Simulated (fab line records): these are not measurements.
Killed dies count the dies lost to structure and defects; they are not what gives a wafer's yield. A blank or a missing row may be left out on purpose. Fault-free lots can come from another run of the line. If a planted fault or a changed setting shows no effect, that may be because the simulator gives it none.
The tool behind it: which one? | flow sky130 | 13 lots with 39 wafers sampled at 6 steps, on a route of 708 steps

== WHAT EACH GAUGE READ, for each wafer ==
SKY_PWDE_OVL_MEAS_07.
lot  | measured    | on         | PWDE_OVL (nm)
L660 | day 3 21:54 | overlay-02 | 0.7 -0.2 1.0
L663 | day 4 13:30 | overlay-02 | -0.8 0.0 -0.5
L664 | day 4 19:58 | overlay-02 | 3.1 3.0 1.9
L665 | day 4 22:48 | overlay-02 | 2.4 -0.4 1.5
L666 | day 5 05:30 | overlay-02 | 2.0 2.8 2.3
L667 | day 5 12:39 | overlay-01 | -0.4 1.6 2.9
L669 | day 5 23:20 | overlay-01 | 3.5 2.7 0.2
L670 | day 6 03:47 | overlay-02 | 0.9 -0.1 1.6
L671 | day 6 07:47 | overlay-01 | - - -
L672 | day 6 16:43 | overlay-01 | 0.0 1.0 0.3
L677 | day 7 20:06 | overlay-01 | 2.0 2.8 2.6
L681 | day 8 22:58 | overlay-01 | 0.4 2.3 0.4
L682 | day 9 04:26 | overlay-01 | 3.2 0.5 -0.2

SKY_PWDE_TW_MEAS_10.
lot  | measured    | on            | PWDE_TW
L660 | day 3 22:11 | film metro-03 | 381 379 381
L663 | day 4 13:47 | film metro-02 | 373 370 372
L664 | day 4 20:15 | film metro-02 | 371 373 371
L665 | day 4 23:05 | film metro-03 | 382 382 379
L666 | day 5 05:47 | film metro-01 | 380 380 378
L667 | day 5 12:56 | film metro-03 | 379 382 377
L669 | day 5 23:38 | film metro-02 | 372 373 373
L670 | day 6 04:04 | film metro-02 | 374 373 371
L671 | day 6 08:05 | film metro-03 | 30 30 30
L672 | day 6 17:00 | film metro-02 | 372 373 372
L677 | day 7 20:23 | film metro-01 | 382 381 380
L681 | day 8 23:23 | film metro-02 | 371 372 371
L682 | day 9 04:44 | film metro-03 | 379 379 379

SKY_VT_ADJUST_LVTN_OVL_MEAS_18.
lot  | measured     | on         | VT_ADJUST_LVTN_01_OVL (nm)
L660 | day 7 17:56  | overlay-02 | 1.6 1.6 1.1
L663 | day 8 11:29  | overlay-01 | -1.7 1.3 0.8
L664 | day 8 20:35  | overlay-02 | 2.8 1.0 1.1
L665 | day 8 23:41  | overlay-02 | 1.4 -1.2 -1.7
L666 | day 9 07:11  | overlay-02 | -0.7 0.9 1.4
L667 | day 9 16:56  | overlay-02 | -0.1 -0.1 1.5
L669 | day 10 05:14 | overlay-02 | -1.3 0.6 -1.7
L670 | day 10 12:02 | overlay-02 | -2.0 -1.5 -1.9
L671 | day 10 15:50 | overlay-02 | -1.8 -1.1 -0.8
L672 | day 11 02:14 | overlay-01 | 1.2 2.0 0.9
L677 | day 12 14:38 | overlay-01 | -0.1 0.8 -0.7
L681 | day 13 22:57 | overlay-02 | -2.5 -0.8 -0.1
L682 | day 14 05:05 | overlay-01 | -1.5 -0.5 -1.5

== WHICH TOOL RAN EACH LOT (tool, then ch and the chambers of the sampled wafers, then the start) ==
lot  | SKY_PWDE_EXPOSE_04                 | SKY_NWELL_STRIP_25                   | SKY_VT_ADJUST_LVTN_STRIP_09
L660 | iline stepper-01 ch 0, day 3 14:01 | plasma asher-01 ch 0,1, day 5 08:41  | plasma asher-04 ch 1, day 6 22:04
L663 | iline stepper-01 ch 0, day 4 04:44 | plasma asher-03 ch 0,1, day 6 00:50  | plasma asher-03 ch 0,1, day 7 16:28
L664 | iline stepper-01 ch 0, day 4 11:49 | plasma asher-02 ch 0,1, day 6 08:14  | plasma asher-02 ch 1, day 7 23:55
L665 | iline stepper-02 ch 0, day 4 14:59 | plasma asher-03 ch 1, day 6 11:26    | plasma asher-02 ch 0,1, day 8 03:25
L666 | iline stepper-02 ch 0, day 4 20:50 | plasma asher-03 ch 0,1, day 6 17:44  | plasma asher-03 ch 0,1, day 8 09:37
L667 | iline stepper-01 ch 0, day 5 03:31 | plasma asher-01 ch 0,1, day 7 02:17  | plasma asher-04 ch 0,1, day 8 19:05
L669 | iline stepper-02 ch 0, day 5 15:11 | plasma asher-02 ch 0,1, day 7 14:02  | plasma asher-04 ch 0, day 9 07:29
L670 | iline stepper-01 ch 0, day 5 18:34 | plasma asher-01 ch 0,1, day 7 19:16  | plasma asher-03 ch 0,1, day 9 13:32
L671 | iline stepper-02 ch 0, day 5 22:53 | plasma asher-01 ch 0,1, day 7 23:02  | plasma asher-03 ch 0,1, day 9 17:49
L672 | iline stepper-02 ch 0, day 6 07:43 | plasma asher-03 ch 0,1, day 8 07:43  | plasma asher-04 ch 0,1, day 10 03:47
L677 | iline stepper-02 ch 0, day 7 10:29 | plasma asher-01 ch 0,1, day 9 15:14  | plasma asher-03 ch 0,1, day 11 13:37
L681 | iline stepper-02 ch 0, day 8 12:55 | plasma asher-01 ch 0,1, day 10 20:15 | plasma asher-03 ch 0,1, day 12 21:36
L682 | iline stepper-01 ch 0, day 8 17:29 | plasma asher-02 ch 0,1, day 11 01:08 | plasma asher-03 ch 0,1, day 13 03:07
- SKY_PWDE_EXPOSE_04: exposes mask PWDEM, target cd 840 nm.
- SKY_NWELL_STRIP_25: strips in O2/N2.
- SKY_VT_ADJUST_LVTN_STRIP_09: strips in O2/N2.

== WHAT THE TOOLS THEMSELVES READ (means of the sampled wafers that have a number; where no wafer has one, the mark that the record gives instead) ==
SKY_PWDE_EXPOSE_04.
lot  | tool             | stage vel mm s (mm/s)
L660 | iline stepper-01 | 500.41
L663 | iline stepper-01 | 500.11
L664 | iline stepper-01 | 500.10
L665 | iline stepper-02 | 500.02
L666 | iline stepper-02 | 500.44
L667 | iline stepper-01 | 499.87
L669 | iline stepper-02 | 500.06
L670 | iline stepper-01 | 500.41
L671 | iline stepper-02 | 499.73
L672 | iline stepper-02 | 500.13
L677 | iline stepper-02 | 499.61
L681 | iline stepper-02 | 500.00
L682 | iline stepper-01 | 500.01

SKY_NWELL_STRIP_25.
lot  | tool            | drypump motor current A (A) | n2 flow sccm (sccm) | oes product au (a.u.) | strip time to endpoint s (s)
L660 | plasma asher-01 | 5.4                         | 301.0               | 0.725                 | 37.02
L663 | plasma asher-03 | 6.1                         | 299.9               | 0.723                 | 37.06
L664 | plasma asher-02 | 6.0                         | 299.2               | 0.723                 | 37.12
L665 | plasma asher-03 | 5.9                         | 300.3               | 0.720                 | 36.95
L666 | plasma asher-03 | 6.4                         | 299.9               | 0.726                 | 36.96
L667 | plasma asher-01 | 5.3                         | 300.0               | 0.720                 | 37.23
L669 | plasma asher-02 | 5.9                         | 299.3               | 0.722                 | 36.81
L670 | plasma asher-01 | 5.3                         | 299.9               | 0.723                 | 37.06
L671 | plasma asher-01 | 5.3                         | 300.8               | 0.722                 | 37.03
L672 | plasma asher-03 | 6.3                         | 300.2               | 0.719                 | 36.88
L677 | plasma asher-01 | 5.3                         | 300.6               | 0.722                 | 37.08
L681 | plasma asher-01 | 5.3                         | 299.6               | 0.722                 | 37.20
L682 | plasma asher-02 | 5.9                         | 300.8               | 0.722                 | 36.90

SKY_VT_ADJUST_LVTN_STRIP_09.
lot  | tool            | drypump motor current A (A) | n2 flow sccm (sccm) | oes product au (a.u.) | strip time to endpoint s (s)
L660 | plasma asher-04 | 5.1                         | 301.9               | 0.718                 | 36.97
L663 | plasma asher-03 | 6.3                         | 299.4               | 0.720                 | 37.07
L664 | plasma asher-02 | 6.0                         | 300.5               | 0.725                 | 37.00
L665 | plasma asher-02 | 6.0                         | 300.5               | 0.726                 | 36.94
L666 | plasma asher-03 | 6.3                         | 300.0               | 0.725                 | 36.83
L667 | plasma asher-04 | 5.2                         | 300.2               | 0.724                 | 37.04
L669 | plasma asher-04 | 5.2                         | 300.7               | 0.721                 | 37.22
L670 | plasma asher-03 | 6.3                         | 299.3               | 0.721                 | 36.98
L671 | plasma asher-03 | 6.3                         | 299.2               | 0.727                 | 36.99
L672 | plasma asher-04 | 5.2                         | 300.2               | 0.724                 | 37.09
L677 | plasma asher-03 | 6.3                         | 299.2               | 0.721                 | 36.99
L681 | plasma asher-03 | 6.1                         | 299.4               | 0.726                 | 36.98
L682 | plasma asher-03 | 6.1                         | 299.4               | 0.718                 | 36.97

== THE ANSWER, worked out from the rows above alone ==
Rule: what is usual is taken from the lots themselves. Put in order of their means at a reading, lots are off if they are a third of the lots or fewer, leave a main group of 4 or more, and stand apart from it by a gap of 3 or more times the standard deviation of the main group's means; of several such gaps the widest counts. A main group is skipped when, at the precision printed for the reading in the tables above, its means are all equal. Also off: a lot with no number at a reading for which 4 or more lots have one. All remaining lots with rows at the step are treated as sound. After the gauges, taken in route order, come the tools' own readings; for these a lot's mean is taken, as printed above. At the first step where some lot is off, the reading lying furthest off is the one used; lots without a number count as furthest.
Off: L671, seen at SKY_PWDE_OVL_MEAS_07 (PWDE_OVL). Without a number there: L671. Main group: mean 1.3 nm, sd 0.9.
A tool fits if, at a process step before that reading, it ran every lot that is off, and no sound lot after the first of them. Not tried: the gauges at SKY_PWDE_OVL_MEAS_07; whatever is off there is also off at SKY_PWDE_TW_MEAS_10, on other tools, and gauge error can't account for it. None of those tried fits.

== WHAT THE SIMULATOR HAD PUT IN ==
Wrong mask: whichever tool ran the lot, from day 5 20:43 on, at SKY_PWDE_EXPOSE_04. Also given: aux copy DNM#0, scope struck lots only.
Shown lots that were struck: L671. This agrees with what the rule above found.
